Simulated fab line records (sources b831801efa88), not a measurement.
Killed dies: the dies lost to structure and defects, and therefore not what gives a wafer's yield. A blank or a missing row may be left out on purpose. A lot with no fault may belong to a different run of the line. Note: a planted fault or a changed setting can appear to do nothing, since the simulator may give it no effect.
Which of the tools did it? ; flow gf180mcu ; Sampling: 12 lots, 34 wafers, 6 of 602 route steps

## WHAT THE GAUGES READ, wafer by wafer
GF_MVSD_TW_MEAS_11. Usual: MVSD_TW typically reads 1564, with standard deviation 11.
lot;measured;on;MVSD_TW;flag
L643;day 4 10:13;filmMetro-04;1551 1551 1540;
L644;day 4 15:16;filmMetro-03;1562 1566 1560;
L645;day 4 23:08;filmMetro-02;1577 1580;
L646;day 5 05:33;filmMetro-03;1567 1562;
L647;day 5 10:54;filmMetro-02;1592 1585 1583;
L649;day 5 23:26;filmMetro-03;1573 1567 1572;
L656;day 7 13:14;filmMetro-04;1555 1555 1557;
L657;day 8 01:32;filmMetro-02;1571 1582 1573;
L659;day 8 07:46;filmMetro-04;1556 1547 1543;
L661;day 8 21:12;filmMetro-04;1546 1550 1552;
L663;day 9 07:24;filmMetro-04;1559 1559 1558;
L665;day 9 18:04;filmMetro-04;1552 1566 1566;

GF_VT_IMPLANT_RS_MEAS_49: the measuring method here is four-point-probe. Usual: MVPSD_RS typically reads 1169 ohm/sq, with standard deviation 3.1.
lot;measured;on;MVPSD_RS (ohm/sq);flag
L643;day 7 12:52;filmMetro-03;1169 1175 1172;
L644;day 7 20:13;filmMetro-02;1170 1169 1168;
L645;day 8 04:49;filmMetro-02;1185 1167 1185 1171;
L646;day 8 13:55;filmMetro-02;1182 1166;
L647;day 8 18:01;filmMetro-02;1167 1165 1165;
L649;day 9 06:44;filmMetro-04;1183 1168 1171 1182 1167 1171;
L656;day 11 03:22;filmMetro-03;1169 1174 1173;
L657;day 11 17:27;filmMetro-04;1171 1168 1170;
L659;day 12 00:40;filmMetro-03;1167 1166 1166;
L661;day 12 17:37;filmMetro-04;1167 1169 1170;
L663;day 13 06:01;filmMetro-03;1171 1173 1172;
L665;day 13 17:25;filmMetro-03;1165 1168 1166;

GF_POLY_GATE_THK_MEAS_01. Usual: POLY_GATE_CVD_00_THK typically reads 200.9 nm, with standard deviation 1.9.
lot;measured;on;POLY_GATE_CVD_00_THK (nm);flag
L643;day 8 11:34;filmMetro-03;198.6 200.5 198.4;
L644;day 8 21:58;filmMetro-04;204.7 204.5 205.4;
L645;day 9 04:52;filmMetro-01;200.4 201.1;
L646;day 9 13:11;filmMetro-04;201.0 201.1;
L647;day 9 22:47;filmMetro-01;199.9 200.5 200.4;
L649;day 10 05:58;filmMetro-03;198.7 200.7 198.0;
L656;day 12 03:36;filmMetro-04;205.0 203.4 202.9;
L657;day 12 18:06;filmMetro-01;200.8 202.2 200.8;
L659;day 13 01:52;filmMetro-04;203.6 203.0 202.8;
L661;day 13 18:40;filmMetro-04;201.4 201.1 203.4;
L663;day 14 08:05;filmMetro-03;202.5 200.3 200.3;
L665;day 14 22:20;filmMetro-04;201.7 202.2 203.0;

## WHAT TOOL EACH LOT RAN ON (gives the tool, then ch and the chambers of the sampled wafers, and finally the start)
lot;GF_MVPSD_IMPLANT_08;GF_VT_IMPLANT_STRIP_20;GF_VT_IMPLANT_WET_ETCH_50
L643;implanter-02 ch 0, day 5 00:05;plasmaAsher-04 ch 0,1, day 6 04:44;wetBench-01 ch 3, day 7 12:59
L644;implanter-02 ch 0, day 5 06:07;plasmaAsher-02 ch 0,1, day 6 11:55;wetBench-04 ch 0, day 7 20:17
L645;implanter-02 ch 0, day 5 13:29;plasmaAsher-02 ch 0,1, day 6 20:11;wetBench-04 ch 2, day 8 06:43
L646;implanter-02 ch 0, day 5 19:59;plasmaAsher-01 ch 0,1, day 7 03:05;wetBench-01 ch 3, day 8 14:01
L647;implanter-04 ch 0, day 6 01:21;plasmaAsher-01 ch 0,1, day 7 08:41;wetBench-03 ch 0, day 8 18:07
L649;implanter-02 ch 0, day 6 13:54;plasmaAsher-02 ch 0,1, day 7 21:02;wetBench-03 ch 0, day 9 11:00
L656;implanter-03 ch 0, day 8 05:02;plasmaAsher-01 ch 0,1, day 9 14:50;wetBench-04 ch 3, day 11 03:29
L657;implanter-04 ch 0, day 8 17:40;plasmaAsher-01 ch 0,1, day 10 03:59;wetBench-03 ch 1, day 11 17:34
L659;implanter-03 ch 0, day 9 00:13;plasmaAsher-01 ch 0,1, day 10 11:32;wetBench-03 ch 0, day 12 00:47
L661;implanter-04 ch 0, day 9 13:43;plasmaAsher-04 ch 0,1, day 11 02:38;wetBench-03 ch 1, day 12 17:43
L663;implanter-03 ch 0, day 10 01:02;plasmaAsher-01 ch 0,1, day 11 14:29;wetBench-04 ch 2, day 13 06:07
L665;implanter-03 ch 0, day 10 11:32;plasmaAsher-04 ch 0,1, day 12 01:23;wetBench-01 ch 3, day 13 17:32
- GF_MVPSD_IMPLANT_08
- GF_VT_IMPLANT_STRIP_20: strips in O2/N2.
- GF_VT_IMPLANT_WET_ETCH_50: etches SiO2 in dHF, target depth 20 nm, time 400 s.

## WHAT THE TOOLS THEMSELVES READ (means of the sampled wafers that have a number; where no wafer has one, the mark that the record gives instead)
GF_MVPSD_IMPLANT_08. Usual: doseIonsCm2 1.5004e+13, standard deviation 1.6e+10; tiltDeg -0.005 degrees, standard deviation 0.019.
lot;tool;doseIonsCm2;tiltDeg (degrees);flag
L643;implanter-02;1.5009e+13;-0.028;
L644;implanter-02;1.4997e+13;-0.015;
L645;implanter-02;1.4994e+13;0.003;
L646;implanter-02;1.4988e+13;0.028;
L647;implanter-04;1.5004e+13;-0.014;
L649;implanter-02;1.4982e+13;-0.003;
L656;implanter-03;1.5007e+13;-0.017;
L657;implanter-04;1.5005e+13;-0.035;
L659;implanter-03;1.4997e+13;0.023;
L661;implanter-04;1.4996e+13;-0.011;
L663;implanter-03;1.4989e+13;0.005;
L665;implanter-03;1.5017e+13;-0.010;

GF_VT_IMPLANT_STRIP_20. Usual: drypumpMotorCurrentA 5.5 A, standard deviation 0.47; heaterPowerW 324 W, standard deviation 15; oesProductAu 0.715 a.u., standard deviation 0.0046; stripTimeToEndpointS 12.63 s, standard deviation 0.034.
lot;tool;drypumpMotorCurrentA (A);heaterPowerW (W);oesProductAu (a.u.);stripTimeToEndpointS (s);flag
L643;plasmaAsher-04;5.2;328;0.712;12.65;
L644;plasmaAsher-02;5.9;308;0.716;12.65;
L645;plasmaAsher-02;6.0;312;0.716;12.61;
L646;plasmaAsher-01;5.3;330;0.718;12.66;
L647;plasmaAsher-01;5.3;324;0.715;12.65;
L649;plasmaAsher-02;5.9;304;0.717;12.62;
L656;plasmaAsher-01;5.3;323;0.715;12.62;
L657;plasmaAsher-01;5.3;337;0.713;12.61;
L659;plasmaAsher-01;5.3;337;0.716;12.67;
L661;plasmaAsher-04;5.4;327;0.710;12.61;
L663;plasmaAsher-01;5.3;323;0.717;12.62;
L665;plasmaAsher-04;5.5;323;0.715;12.60;

GF_VT_IMPLANT_WET_ETCH_50. Usual: bathHeatDutyPct at 6.1 %, with a standard deviation of 0.62.
lot;tool;bathHeatDutyPct (%);flag
L643;wetBench-01;5.5;
L644;wetBench-04;6.8;
L645;wetBench-04;5.8;
L646;wetBench-01;5.8;
L647;wetBench-03;5.6;
L649;wetBench-03;6.3;
L656;wetBench-04;6.4;
L657;wetBench-03;5.9;
L659;wetBench-03;6.3;
L661;wetBench-03;6.2;
L663;wetBench-04;5.5;
L665;wetBench-01;6.1;

## THE ANSWER, worked out from the rows above alone
Rule: a lot counts as off when the mean over its wafers that have a number is more than 3 standard deviations away from the usual mean. Also off: a lot with no number at a reading for which 4 or more lots have one. All remaining lots with rows at the step are treated as sound. Order of review: gauges by route order, followed by the tools' own readings, for which a lot's mean as printed above is used. At the first step where some lot is off, the reading lying furthest off is the one used; lots without a number count as furthest.
No lot is off at any reading shown: from this, nothing can be told.

## WHAT THE SIMULATOR PUT IN
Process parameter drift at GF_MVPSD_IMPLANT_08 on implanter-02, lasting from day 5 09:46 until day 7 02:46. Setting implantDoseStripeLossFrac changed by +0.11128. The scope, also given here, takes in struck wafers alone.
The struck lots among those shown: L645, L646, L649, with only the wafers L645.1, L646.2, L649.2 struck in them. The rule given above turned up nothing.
